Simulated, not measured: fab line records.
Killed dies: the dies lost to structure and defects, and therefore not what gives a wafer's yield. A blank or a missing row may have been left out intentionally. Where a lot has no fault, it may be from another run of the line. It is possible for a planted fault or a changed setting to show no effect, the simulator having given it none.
fab line records	flow sfq_line
record lots=7	wafers=19	last_day=80
route steps=325 shown INCOMING@1 L0@3
lots that met no fault: taken from a fault-free run of the same line
start_h: hours from the record's opening day to when the first of the lot's shown wafers began	wait_h: time in hours since the lot's previous step	" repeats the value in the row above	L1.1+2: a single row standing in for several wafers	- no value, or no start was given	* or withheld: withheld	< > ~ a bound
route shown NAME@n: NAME is a module with steps in the file, n the number in the route of the first one	usual: the fault-free wafers' mean and standard deviation	same: alike in all rows	chamber/n: place in a boat	sites: the reading at each site	_std_site: the standard deviation of these	_edge_site: inner sites' mean taken away from outer sites' mean	radius_mm: for every site, how far away it sits from the centre of the wafer	mask NAME#n: copy n	behind: the tool/chamber that last shaped the wafer	hold: what put the lot on hold/how long, in hours/how the hold closed	device: names the non-switching transistor (n, p or np)	end of line: the tests these same wafers got at the end of their route	a step with no rows: only its recipe	killed: at the first sort, the dies lost to defects and structure; wafer yield is something else	map: dies across one wafer; x = killed, . = not, _ = none there
set.NAME: the run value of the setting; set.NAME@STEP: its run value at that earlier step	model.NAME: the simulator's own value behind a step, which no gauge read
certain route steps with their lots: each step a table, each wafer a row
services: from which hour (start_h, from the record's first day; less than 0 if before it) a tool's chamber was out of use, for how many hours, and why
## steps
# step SFQ_INCOMING_BOW_MEAS_900
# recipe mode=bow
# usual INCOMING_BOW=0/5.9
lot.wafer	tool	chamber	start_h	wait_h	INCOMING_BOW[um]
L684.2	film_metro-04	-	25.02	-	-6
L684.3	"	-	"	"	-4
L684.4	"	-	"	"	-1
L685.1	film_metro-03	-	30.00	-	8
L685.4	"	-	"	"	-2
L685.6	"	-	"	"	-3
L696.1	film_metro-01	-	85.00	-	-11
L696.2	"	-	"	"	-3
L696.5	"	-	"	"	5
L697.1	film_metro-03	-	90.00	-	6
L697.3	"	-	"	"	2
L698.2	film_metro-03	-	95.02	-	2
L698.3	"	-	"	"	2
L699.2	film_metro-01	-	100.02	-	-11
L699.4	"	-	"	"	5
L699.6	"	-	"	"	-13
L700.1	film_metro-03	-	105.00	-	-3
L700.4	"	-	"	"	-5
L700.6	"	-	"	"	-7
# step SFQ_TRILAYER_INCOMING_OXIDATION_002
# recipe temp_c=1000	ambient=H2O	target_thk_a=5000	p_h2o_torr=720	ox_time_s=4939
# step SFQ_TRILAYER_L0_DEP_SPUTTER_003
# recipe material=MoNx_KI	base_pressure_pa=1.33e-06	target_thk_nm=40	power_w=800	time_s=100	chamber_pressure_pa=0.4
# usual base_pressure_pa=1.33e-06/8.1e-08	throttle_valve_pct=30.0/1.6
lot.wafer	tool	chamber	start_h	wait_h	base_pressure_pa	throttle_valve_pct
L684.2	pvd_sputter-06	-	27.49	0.0	1.51e-06	29.0
L684.3	"	-	"	"	1.45e-06	31.0
L684.4	"	-	"	"	1.32e-06	28.8
L685.1	pvd_sputter-05	-	32.49	0.0	1.38e-06	28.8
L685.4	"	-	"	"	1.34e-06	32.8
L685.6	"	-	"	"	1.26e-06	32.4
L696.1	pvd_sputter-03	-	87.49	0.0	1.5e-06	28.0
L696.2	"	-	"	"	1.38e-06	28.2
L696.5	"	-	"	"	1.32e-06	28.1
L697.1	pvd_sputter-05	-	92.49	0.0	1.3e-06	32.6
L697.3	"	-	"	"	1.26e-06	29.7
L698.2	pvd_sputter-05	-	97.49	0.0	1.49e-06	32.8
L698.3	"	-	"	"	1.5e-06	29.9
L699.2	pvd_sputter-03	-	102.49	0.0	1.31e-06	27.9
L699.4	"	-	"	"	1.31e-06	32.3
L699.6	"	-	"	"	1.36e-06	32.2
L700.1	pvd_sputter-05	-	107.49	0.0	1.29e-06	29.1
L700.4	"	-	"	"	1.31e-06	29.8
L700.6	"	-	"	"	1.31e-06	29.8
# step SFQ_L0_RS_MEAS_901
# recipe thk_meas_gauge=four-point-probe	reads=MoNx_KI_of_TRILAYER_L0_DEP_SPUTTER_003
# usual L0_MONX_KI_RS=43.4/0.37
lot.wafer	tool	chamber	start_h	wait_h	L0_MONX_KI_RS[ohm/sq]
L684.2	film_metro-02	-	27.58	0.1	42.6
L684.3	"	-	"	"	42.6
L684.4	"	-	"	"	42.7
L685.1	film_metro-02	-	32.56	0.0	43.9
L685.4	"	-	"	"	43.6
L685.6	"	-	"	"	43.7
L696.1	film_metro-02	-	87.56	0.0	42.8
L696.2	"	-	"	"	42.9
L696.5	"	-	"	"	42.9
L697.1	film_metro-01	-	92.56	0.0	43.6
L697.3	"	-	"	"	43.1
L698.2	film_metro-04	-	97.58	0.1	43.7
L698.3	"	-	"	"	43.6
L699.2	film_metro-04	-	102.58	0.1	43.6
L699.4	"	-	"	"	43.9
L699.6	"	-	"	"	44.0
L700.1	film_metro-02	-	107.56	0.0	43.4
L700.4	"	-	"	"	43.0
L700.6	"	-	"	"	42.6
# step SFQ_L0_THK_MEAS_902
# recipe thk_meas_gauge=xrf	reads=MoNx_KI_of_TRILAYER_L0_DEP_SPUTTER_003
# usual L0_MONX_KI_THK=40.8/0.39
lot.wafer	tool	chamber	start_h	wait_h	L0_MONX_KI_THK[nm]
L684.2	film_metro-02	-	27.69	0.1	41.8
L684.3	"	-	"	"	41.6
L684.4	"	-	"	"	41.5
L685.1	film_metro-02	-	32.68	0.1	40.4
L685.4	"	-	"	"	40.7
L685.6	"	-	"	"	40.5
L696.1	film_metro-02	-	87.68	0.1	41.3
L696.2	"	-	"	"	41.2
L696.5	"	-	"	"	40.9
L697.1	film_metro-01	-	92.68	0.1	40.5
L697.3	"	-	"	"	40.9
L698.2	film_metro-04	-	97.69	0.1	40.4
L698.3	"	-	"	"	40.7
L699.2	film_metro-04	-	102.69	0.1	40.3
L699.4	"	-	"	"	40.3
L699.6	"	-	"	"	40.0
L700.1	film_metro-02	-	107.68	0.1	40.7
L700.4	"	-	"	"	41.2
L700.6	"	-	"	"	41.5
# step SFQ_TRILAYER_L0_LITHO_COAT_010
# recipe resist=BARC	spin_rpm=3000	resist_thk_nm=62
# step SFQ_TRILAYER_L0_LITHO_COAT_005
# recipe resist=KrF	spin_rpm=3000	resist_thk_nm=600
# step SFQ_TRILAYER_L0_LITHO_SOFTBAKE_009
# recipe temp_c=withheld	time_s=withheld	resist=KrF
# step SFQ_TRILAYER_L0_LITHO_EXPOSE_006
# recipe mask_id=L0	na=0.6	source_shape=conventional	sigma_outer=0.65	target_cd_nm=2000	dose_mj=14.4
# step SFQ_TRILAYER_L0_LITHO_PEB_008
# recipe peb_temp_c=115	peb_time_s=60	resist=KrF
# step SFQ_TRILAYER_L0_LITHO_DEVELOP_007
# recipe time_s=60	resist=KrF
# step SFQ_TRILAYER_L0_BARC_OPEN_METAL_ETCH_010
# recipe mask_material=PR	chemistry=O2	target_depth_nm=125	target=BARC	icp_w=600	bias_w=80	pressure_mtorr=10	time_s=41.7
# usual drypump_motor_current_A=5.9/0.37	oes_product_au=0.685/0.0044	rf_fwd_power_W=593.5/2.6	run_length_s=70.0/0.34
lot.wafer	tool	chamber	start_h	wait_h	drypump_motor_current_A	oes_product_au	rf_fwd_power_W	rf_hours_counter_h	run_length_s	model.KrF_of_TRILAYER_L0_LITHO_COAT_005.thk_nm
L684.2	rie_metal-01	0	87.96	0.1	5.8	0.682	600.0	16	69.9	522.8
L684.3	"	0	"	"	5.8	0.695	596.6	-	69.5	523.4
L684.4	"	1	"	"	5.7	0.687	592.4	-	70.2	521.6
L685.1	rie_metal-02	1	101.50	0.1	5.2	0.685	597.7	197	69.8	524.1
L685.4	"	0	"	"	6.5	0.682	587.8	-	70.4	522.3
L685.6	"	1	"	"	5.2	0.689	595.9	-	69.7	523.5
L696.1	rie_metal-01	1	174.93	0.1	5.8	0.793	-	66	62.7	532.1
L696.2	"	0	"	"	5.8	0.793	-	32	62.6	532.3
L696.5	"	0	"	"	5.8	0.684	594.9	-	70.0	522.2
L697.1	rie_metal-01	0	180.93	0.1	5.8	0.788	-	33	62.3	534.4
L697.3	"	1	"	"	5.7	0.684	592.7	-	70.0	526.4
L698.2	rie_metal-01	1	188.13	0.1	5.7	0.783	-	69	62.5	536.2
L698.3	"	0	"	"	5.8	0.683	597.5	-	69.5	527.9
L699.2	rie_metal-03	1	191.73	0.1	6.3	0.691	597.2	11	70.0	519.2
L699.4	"	0	"	"	5.5	0.680	593.2	-	70.1	523
L699.6	"	0	"	"	5.6	0.686	593.1	-	70.4	523
L700.1	rie_metal-02	0	195.33	0.1	6.5	0.684	591.3	154	70.5	521.8
L700.4	"	1	"	"	5.2	0.684	596.5	-	69.9	522
L700.6	"	0	"	"	6.5	0.691	591.8	-	70.6	522.1
# step SFQ_TRILAYER_L0_ETCH_METAL_ETCH_008
# recipe target=MoNx_KI	stop_on=SiO2	mask_material=PR	chemistry=SF6/O2	target_depth_nm=50	icp_w=600	bias_w=80	pressure_mtorr=10	time_s=25
# usual drypump_motor_current_A=5.9/0.37	oes_product_au=0.875/0.0059	rf_fwd_power_W=591.7/2.8	run_length_s=53.3/0.35
lot.wafer	tool	chamber	start_h	wait_h	drypump_motor_current_A	oes_product_au	rf_fwd_power_W	rf_hours_counter_h	run_length_s	model.KrF_of_TRILAYER_L0_LITHO_COAT_005.thk_nm
L684.2	rie_metal-01	0	88.02	0.0	5.7	0.884	592.0	16	52.9	481.9
L684.3	"	0	"	"	5.8	0.879	593.4	-	53.2	482.1
L684.4	"	1	"	"	5.7	0.883	589.2	-	53.6	480.3
L685.1	rie_metal-02	1	101.56	0.0	5.2	0.868	593.1	197	53.0	482.3
L685.4	"	0	"	"	6.5	0.873	587.6	-	54.2	480.2
L685.6	"	1	"	"	5.2	0.869	594.5	-	52.8	482
L696.1	rie_metal-01	1	174.99	0.0	5.7	0.887	591.6	66	53.1	491
L696.2	"	0	"	"	5.8	0.875	593.4	32	53.6	491.3
L696.5	"	0	"	"	5.7	0.878	594.5	-	52.7	480.9
L697.1	rie_metal-01	0	180.99	0.0	5.8	0.872	594.0	33	52.7	493.2
L697.3	"	1	"	"	5.7	0.875	590.8	-	53.6	484.9
L698.2	rie_metal-01	1	188.19	0.0	5.8	0.879	589.7	69	53.2	495.2
L698.3	"	0	"	"	5.8	0.874	590.6	-	53.0	487
L699.2	rie_metal-03	1	191.79	0.0	6.3	0.878	593.7	11	53.1	477.3
L699.4	"	0	"	"	5.5	0.871	593.1	-	53.3	481.4
L699.6	"	0	"	"	5.5	0.864	594.0	-	53.2	480.8
L700.1	rie_metal-02	0	195.39	0.0	6.5	0.876	588.8	154	54.0	479.7
L700.4	"	1	"	"	5.2	0.888	594.9	-	53.3	480.7
L700.6	"	0	"	"	6.5	0.886	589.9	-	53.6	479.9
# step SFQ_TRILAYER_L0_STRIP_STRIP_009
# recipe gas=O2	power_w=200	platen_temp_c=40	overash_fraction=0.65	chemistry=O2	pressure_mtorr=50
# usual drypump_motor_current_A=5.9/0.37	oes_product_au=0.997/0.0098
lot.wafer	tool	chamber	start_h	wait_h	drypump_motor_current_A	oes_product_au	rf_hours_counter_h
L684.2	rie_metal-01	0	88.06	0.0	5.8	0.982	16
L684.3	"	0	"	"	5.8	0.987	-
L684.4	"	1	"	"	5.7	0.990	-
L685.1	rie_metal-02	1	101.60	0.0	5.2	0.999	197
L685.4	"	0	"	"	6.5	0.999	-
L685.6	"	1	"	"	5.2	1.005	-
L696.1	rie_metal-01	1	175.03	0.0	5.7	0.988	67
L696.2	"	0	"	"	5.8	0.990	32
L696.5	"	0	"	"	5.8	0.988	-
L697.1	rie_metal-01	0	181.03	0.0	5.8	0.984	33
L697.3	"	1	"	"	5.7	0.986	-
L698.2	rie_metal-01	1	188.23	0.0	5.7	0.987	69
L698.3	"	0	"	"	5.8	1.000	-
L699.2	rie_metal-03	1	191.83	0.0	6.3	1.007	11
L699.4	"	0	"	"	5.5	1.002	-
L699.6	"	0	"	"	5.6	1.008	-
L700.1	rie_metal-02	0	195.43	0.0	6.5	1.004	154
L700.4	"	1	"	"	5.2	1.006	-
L700.6	"	0	"	"	6.5	1.004	-
## services
tool	chamber	start_h	hours	kind
rie_metal-03	-	54.85	14.6	pm
pvd_sputter-03	-	59.07	7.8	repair
pvd_sputter-03	-	68.72	4.0	repair
rie_metal-03	1	88.44	22.6	repair
rie_metal-03	0	89.76	2.1	repair
pvd_sputter-06	-	104.58	1.2	repair
rie_metal-02	1	105.56	-	clean
rie_metal-02	1	105.56	20.7	scheduled_down
rie_metal-02	1	105.56	20.7	vent_cycle
rie_metal-03	1	111.08	-	clean
rie_metal-03	1	111.08	13.3	scheduled_down
rie_metal-03	1	111.08	13.3	vent_cycle
pvd_sputter-05	-	173.53	13.9	repair
pvd_sputter-05	-	183.10	0.7	repair
pvd_sputter-05	1	187.47	-	consumable_replace:kit
pvd_sputter-05	1	187.47	18.0	scheduled_down
pvd_sputter-05	1	187.47	18.0	vent_cycle
pvd_sputter-03	-	189.83	4.6	repair
## key
first_sign step=SFQ_TRILAYER_L0_BARC_OPEN_METAL_ETCH_010	reading=oes_product_au	direction=up	sigmas=24	usual=0.685	struck=0.789
effect step=SFQ_TRILAYER_L0_BARC_OPEN_METAL_ETCH_010	reading=run_length_s	direction=down	sigmas=22	usual=*	struck=*
model_effect step=SFQ_TRILAYER_L0_BARC_OPEN_METAL_ETCH_010	value=KrF_of_TRILAYER_L0_LITHO_COAT_005.thk_nm	without=524.8	struck=533.8
model_effect step=SFQ_TRILAYER_L0_ETCH_METAL_ETCH_008	value=KrF_of_TRILAYER_L0_LITHO_COAT_005.thk_nm	without=483.7	struck=492.7
met_at SFQ_TRILAYER_L0_BARC_OPEN_METAL_ETCH_010
struck_wafers L696.1,L696.2,L697.1,L698.2
onset_between 87.96 174.93
fault kind=process_parameter_drift	tool=rie_metal-01	chamber=-	onset_h=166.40	steps=SFQ_TRILAYER_L0_BARC_OPEN_METAL_ETCH_010	channel=time_s	offset=*	shape=step	end_h=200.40	scope=struck_wafers_only	acts_in=*	stated=*
